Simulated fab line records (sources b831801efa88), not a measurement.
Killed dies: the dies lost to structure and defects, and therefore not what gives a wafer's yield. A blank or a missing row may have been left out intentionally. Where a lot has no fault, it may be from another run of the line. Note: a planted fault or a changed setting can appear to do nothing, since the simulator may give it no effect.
Problem report, 8D (eight disciplines) form, completed by code / flow sky130 / the parts of the form that need people (team, actions taken, sign-off) are left out

## 1. WHAT IS WRONG
At SKY_LDD_HVN_EXPOSE_04, exposure dose mJ cm2 averages 129.82 over 6 wafers from 2 lots, while fault-free wafers read 127.00, standard deviation 0.13. That is +22 standard deviations from the usual mean.
The step: exposes mask HVNTM, target cd 700 nm.
First seen on wafer L526.3, day 24 20:18, on iline stepper-02. The record holds 42 wafers of 14 lots with a number at this step. By rule, "out" or "out of limits" means more than 4 standard deviations away from the usual mean. All remaining wafers that have a number are taken as sound.

## 2. WHAT IT IS AND WHAT IT IS NOT
question=which readings at this step | is=exposure dose mJ cm2 | is not=-
question=which lots | is=L526, L527 | is not=L512, L513, L515, L516, L517, L518, L521, L522, L524, L525, L532, L535
question=which wafers of those lots | is=all that have a number | is not=-
question=read on which tools | is=iline stepper-02 | is not=iline stepper-01
question=when | is=from day 24 20:18 | is not=up to then (30 sound wafers); but 6 sound wafers of L532, L535 came after

## 3. SUSPECTS, AND WHAT RULES EACH OUT
Counting: a tool at a process step up to the reading stays a suspect if it ran every lot that is out and no sound lot after the first of them.
- iline stepper-02 at SKY_LDD_HVN_EXPOSE_04 (exposes mask HVNTM, target cd 700 nm): kept. All lots that are out passed through it, beginning with L526 at day 24 20:18, and no sound lot followed; its final sound lot before that point was L525 at day 24 19:31. Its own readings are out on those wafers: exposure dose mJ cm2.
The count leaves iline stepper-02 at SKY_LDD_HVN_EXPOSE_04.

## 4. THE CAUSE (what the simulator had put in)
Drift in process parameters on iline stepper-02 at SKY_LDD_HVN_EXPOSE_04, starting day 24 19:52. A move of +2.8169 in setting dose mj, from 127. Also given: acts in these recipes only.
The count eliminated every tool but this one.

## 5. SEQUENCE OF EFFECTS, ordered by route
Each row: a reading whose mean over the struck wafers that have a number lies more than 3 standard deviations from the usual. Only readings for which the record gives a usual standard deviation are gone through. hours: the time from each lot's start at the first step in this table that gives one to its start at this step, as a median over the lots. sigmas: the change in usual standard deviations.
hours=0; step=SKY_LDD_HVN_EXPOSE_04; reading=exposure dose mJ cm2; usual=127.00; on struck wafers=129.82; change=+2.82; sigmas=+22
It contains these process steps:
- SKY_LDD_HVN_EXPOSE_04: exposes mask HVNTM, target cd 700 nm.

## 6. HOW IT WOULD HAVE BEEN CAUGHT EARLIER
In this record the first reading out of limits was taken at day 24 20:18, 0 hours after the fault began at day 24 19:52.
